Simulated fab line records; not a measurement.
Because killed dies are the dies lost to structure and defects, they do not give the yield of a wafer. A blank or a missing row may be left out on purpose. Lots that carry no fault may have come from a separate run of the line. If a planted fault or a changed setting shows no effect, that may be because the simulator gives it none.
Check of tool commonality    flow sky130    11 lots and 39 wafers in the sample

## WHY THIS WAS OPENED
SKY_PWDE_TW_MEAS_10, reading PWDE_TW: flagged on 2 of 11 lots. No-fault wafers: 371, standard deviation 3.1.
Rule: a lot is flagged in two cases, either no wafer of it has a number, or all its wafers with numbers fall more than 4 standard deviations from that mean. The rest of the lots are taken to be sound.

lot   measured     on             PWDE_TW, wafer by wafer  flag
L699  day 3 22:35  film-metro-04  369 369 369              
L700  day 4 04:01  film-metro-02  376 375 378              
L701  day 4 08:36  film-metro-02  377 377 378              
L702  day 4 21:02  film-metro-01  367 365 366              
L710  day 6 09:35  film-metro-04  399 399 399 397 398 400  FLAGGED
L711  day 6 19:32  film-metro-02  405 406 407 403 404 405  FLAGGED
L714  day 7 06:02  film-metro-01  370 369 369              
L716  day 7 23:32  film-metro-04  372 370 372              
L717  day 8 06:46  film-metro-04  373 373 373              
L718  day 8 10:29  film-metro-04  374 375 374              
L720  day 8 23:10  film-metro-04  373 374 373              
Average over the flagged lots: 402; offset from the usual +31, equal to +10 standard deviations.

## EACH LOT AND THE TOOL IT RAN ON
The record holds 2 process steps before the reading, out of a route of 708 steps. Read each cell as the tool, then ch plus the chambers that the sampled wafers visited, then the start.
lot   flag     SKY_PWDE_IMPLANT_08             SKY_PWDE_STRIP_09
L699           implanter-03 ch 0, day 3 22:20  plasma-asher-01 ch 0,1, day 3 22:28
L700           implanter-03 ch 0, day 4 03:46  plasma-asher-03 ch 0,1, day 4 03:55
L701           implanter-04 ch 0, day 4 08:22  plasma-asher-03 ch 0,1, day 4 08:29
L702           implanter-04 ch 0, day 4 20:47  plasma-asher-03 ch 0, day 4 20:55
L710  FLAGGED  implanter-04 ch 0, day 6 09:20  plasma-asher-03 ch 1, day 6 09:29
L711  FLAGGED  implanter-04 ch 0, day 6 19:20  plasma-asher-04 ch 0,1, day 6 19:27
L714           implanter-03 ch 0, day 7 05:47  plasma-asher-04 ch 0,1, day 7 05:56
L716           implanter-01 ch 0, day 7 23:17  plasma-asher-01 ch 0,1, day 7 23:25
L717           implanter-03 ch 0, day 8 06:31  plasma-asher-04 ch 0,1, day 8 06:40
L718           implanter-01 ch 0, day 8 10:16  plasma-asher-04 ch 0,1, day 8 10:24
L720           implanter-03 ch 0, day 8 22:55  plasma-asher-04 ch 0,1, day 8 23:04
These steps, and what they do:
- SKY_PWDE_IMPLANT_08
- SKY_PWDE_STRIP_09: strips in O2/N2.
- SKY_PWDE_TW_MEAS_10

## FLAGGED OVER TOTAL, TOOL BY TOOL (the gauges that took the reading come last)
step                 tool             lots run  flagged  share of the flagged lots  sound lots run after its first flagged lot
SKY_PWDE_IMPLANT_08  implanter-01     2         0        none                       -
SKY_PWDE_IMPLANT_08  implanter-03     5         0        none                       -
SKY_PWDE_IMPLANT_08  implanter-04     4         2        all                        0
SKY_PWDE_STRIP_09    plasma-asher-01  2         0        none                       -
SKY_PWDE_STRIP_09    plasma-asher-03  4         1        some                       0
SKY_PWDE_STRIP_09    plasma-asher-04  5         1        some                       4 (L714,L717,L718,L720)
SKY_PWDE_TW_MEAS_10  film-metro-01    2         0        none                       -
SKY_PWDE_TW_MEAS_10  film-metro-02    3         1        some                       0
SKY_PWDE_TW_MEAS_10  film-metro-04    6         1        some                       4 (L716,L717,L718,L720)

## WHAT IS ALLOWED BY THE TABLE
In the table, 1 row covers all flagged lots: implanter-04 at SKY_PWDE_IMPLANT_08.
- implanter-04 at SKY_PWDE_IMPLANT_08 ran 4 lots, 2 of them flagged. A fault beginning between L702 (day 4 20:47), its last sound lot, and L710 (day 6 09:20), its first flagged one, fits the data. Its own readings (beam-on-s, end-station-pressure-torr, faraday-current-uA) fall more than 4 standard deviations out on all wafers of the flagged lots.
Just one tool remains: implanter-04 at SKY_PWDE_IMPLANT_08.

## WHAT WAS PUT IN BY THE SIMULATOR
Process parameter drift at SKY_PWDE_IMPLANT_08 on implanter-04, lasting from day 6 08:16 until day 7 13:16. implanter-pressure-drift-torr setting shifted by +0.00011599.
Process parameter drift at SKY_PWDE_IMPLANT_08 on implanter-04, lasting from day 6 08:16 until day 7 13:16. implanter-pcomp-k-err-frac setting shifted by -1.
Lots struck among those shown: L710, L711. The rule given above showed the same thing.
